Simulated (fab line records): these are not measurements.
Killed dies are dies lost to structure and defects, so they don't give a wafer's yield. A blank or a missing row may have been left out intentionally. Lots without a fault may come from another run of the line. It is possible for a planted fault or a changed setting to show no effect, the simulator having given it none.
Which tool did it? || flow sky130 || 12 lots (36 wafers sampled), 1 step of a 708-step route

## WHAT THE GAUGES READ, wafer by wafer
SKY_FIELD_ISO_THK_MEAS_04.
{"lot": "L075", "measured": "day 1 18:32", "on": "film metro-03", "FIELD_ISO_CVD_03_THK (nm)": "166.6 164.7 167.7"}
{"lot": "L077", "measured": "day 2 04:48", "on": "film metro-03", "FIELD_ISO_CVD_03_THK (nm)": "165.4 166.1 166.6"}
{"lot": "L079", "measured": "day 2 16:01", "on": "film metro-01", "FIELD_ISO_CVD_03_THK (nm)": "162.9 164.2 161.9"}
{"lot": "L081", "measured": "day 3 02:00", "on": "film metro-03", "FIELD_ISO_CVD_03_THK (nm)": "163.3 164.5 164.1"}
{"lot": "L083", "measured": "day 3 11:35", "on": "film metro-03", "FIELD_ISO_CVD_03_THK (nm)": "165.4 166.9 163.9"}
{"lot": "L085", "measured": "day 3 21:16", "on": "film metro-03", "FIELD_ISO_CVD_03_THK (nm)": "166.7 166.8 166.9"}
{"lot": "L087", "measured": "day 4 06:30", "on": "film metro-03", "FIELD_ISO_CVD_03_THK (nm)": "166.8 167.7 166.0"}
{"lot": "L089", "measured": "day 4 17:42", "on": "film metro-04", "FIELD_ISO_CVD_03_THK (nm)": "167.2 167.5 167.5"}
{"lot": "L091", "measured": "day 5 03:38", "on": "film metro-03", "FIELD_ISO_CVD_03_THK (nm)": "166.6 167.1 168.4"}
{"lot": "L093", "measured": "day 5 12:37", "on": "film metro-01", "FIELD_ISO_CVD_03_THK (nm)": "164.6 162.9 165.4"}
{"lot": "L095", "measured": "day 6 05:34", "on": "film metro-04", "FIELD_ISO_CVD_03_THK (nm)": "167.3 165.3 165.0"}
{"lot": "L097", "measured": "day 6 16:14", "on": "film metro-03", "FIELD_ISO_CVD_03_THK (nm)": "164.1 164.4 162.5"}

## WHAT TOOL EACH LOT RAN ON (gives the tool, then ch and the chambers of the sampled wafers, and finally the start)
Before these readings, the record contains no process step.

## THE ANSWER, worked out from the rows above alone
Rule: what is usual is taken from the lots themselves. Put in order of their means at a reading, lots are off if they are a third of the lots or fewer, leave a main group of 4 or more, and stand apart from it by a gap of 3 or more times the standard deviation of the main group's means; of several such gaps the widest counts. A main group whose means are all the same, to the digits that the tables above print for the reading, isn't used. A lot without any number at a reading at which 4 lots or more have one is off too. Any other lot the step has rows for is counted as sound.
No lot is off at any reading shown: from this, nothing can be told.

## WHAT THE SIMULATOR HAD PUT IN
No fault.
